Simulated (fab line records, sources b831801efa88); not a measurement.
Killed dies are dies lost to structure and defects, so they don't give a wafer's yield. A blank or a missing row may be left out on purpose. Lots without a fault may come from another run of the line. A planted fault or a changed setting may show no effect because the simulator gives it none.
Problem report in the 8D (eight disciplines) form, filled by code | flow gf180mcu | the parts of the form that need people (team, actions taken, sign-off) are left out

1. THE PROBLEM
MVPSD_TW at GF_MVPSD_TW_MEAS_11 reads a mean of 576 on 6 wafers of 2 lots; wafers without a fault read 551 with a standard deviation of 5.2. That is +4.8 standard deviations from the usual mean.
First seen on wafer L757.3, day 10 13:37, on film_metro-02. The record holds 36 wafers of 12 lots with a number at this step. Rule for "out", or "out of limits": more than 4 standard deviations from the usual mean. The other wafers with a number count as sound.

2. WHAT IT IS AND WHAT IT IS NOT
question                    | is                           | is not
which readings at this step | MVPSD_TW                     | -
which lots                  | L757, L758                   | L735, L737, L739, L740, L741, L744, L748, L751, L753, L755
which wafers of those lots  | all that have a number       | -
read on which gauges        | film_metro-02, film_metro-03 | film_metro-01
when                        | from day 10 13:37            | up to then (30 sound wafers)

3. SUSPECTS, AND WHAT RULES EACH OUT
Counting: a tool at a process step up to the reading stays a suspect if it ran every lot that is out and no sound lot after the first of them.
- the gauge at GF_MVPSD_TW_MEAS_11: ruled out. The wafers that are out were read on 2 gauges (film_metro-02, film_metro-03).
- implanter-04 at GF_MVPSD_IMPLANT_08: kept. It ran every lot that is out, first L757 (day 10 13:15), and no sound lot after that; its last sound lot up to then is L751 (day 9 00:04). Its own readings are out on those wafers: dose_ions_cm2, faraday_current_uA.
Left after counting: implanter-04 at GF_MVPSD_IMPLANT_08.

4. THE CAUSE (what the simulator had put in)
Process parameter drift: implanter-04, from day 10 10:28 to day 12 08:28, at GF_MVPSD_IMPLANT_08. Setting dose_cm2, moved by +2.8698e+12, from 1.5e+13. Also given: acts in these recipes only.
Counting left only this tool.

5. THE CHAIN OF EFFECTS, in route order
Each row: a reading whose mean over the struck wafers that have a number lies more than 3 standard deviations from the usual. Only readings for which the record gives a usual standard deviation are gone through. hours: the time from each lot's start at the first step in this table that gives one to its start at this step, as a median over the lots. sigmas: the change in usual standard deviations.
hours | step                     | reading            | usual         | on struck wafers | change      | sigmas
0     | GF_MVPSD_IMPLANT_08      | dose_ions_cm2      | 1.5001e+13    | 1.7870e+13       | +2.8693e+12 | +99 or more
0     | GF_MVPSD_IMPLANT_08      | faraday_current_uA | 84.5          | 100.7            | +16.2       | +10
0     | GF_MVPSD_TW_MEAS_11      | MVPSD_TW           | 551           | 576              | +25         | +4.8
77    | GF_VT_IMPLANT_RS_MEAS_49 | MVPSD_RS           | 1168.7 ohm/sq | 1069.0           | -99.7       | -34
The process steps in it:
- GF_MVPSD_IMPLANT_08
Later measuring or inspecting steps at which every struck wafer that the step has a row for has a number for every such reading, and none has moved that far: GF_PSD_RS_MEAS_14, GF_SAB_OVL_MEAS_10.

6. WHAT WOULD HAVE CAUGHT IT SOONER
In this record the first reading out of limits at a measuring or inspecting step was taken at day 10 13:37, 3 hours after the fault began at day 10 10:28.
The tool's own readings at GF_MVPSD_IMPLANT_08 were out on every struck wafer that the step has a row for (dose_ions_cm2, faraday_current_uA): an alarm limit on them would have fired on the first of those.
Of the lots that are out (2), L758 began GF_MVPSD_IMPLANT_08 on implanter-04 after day 10 13:37. A hold on the tool at that time would have spared it.
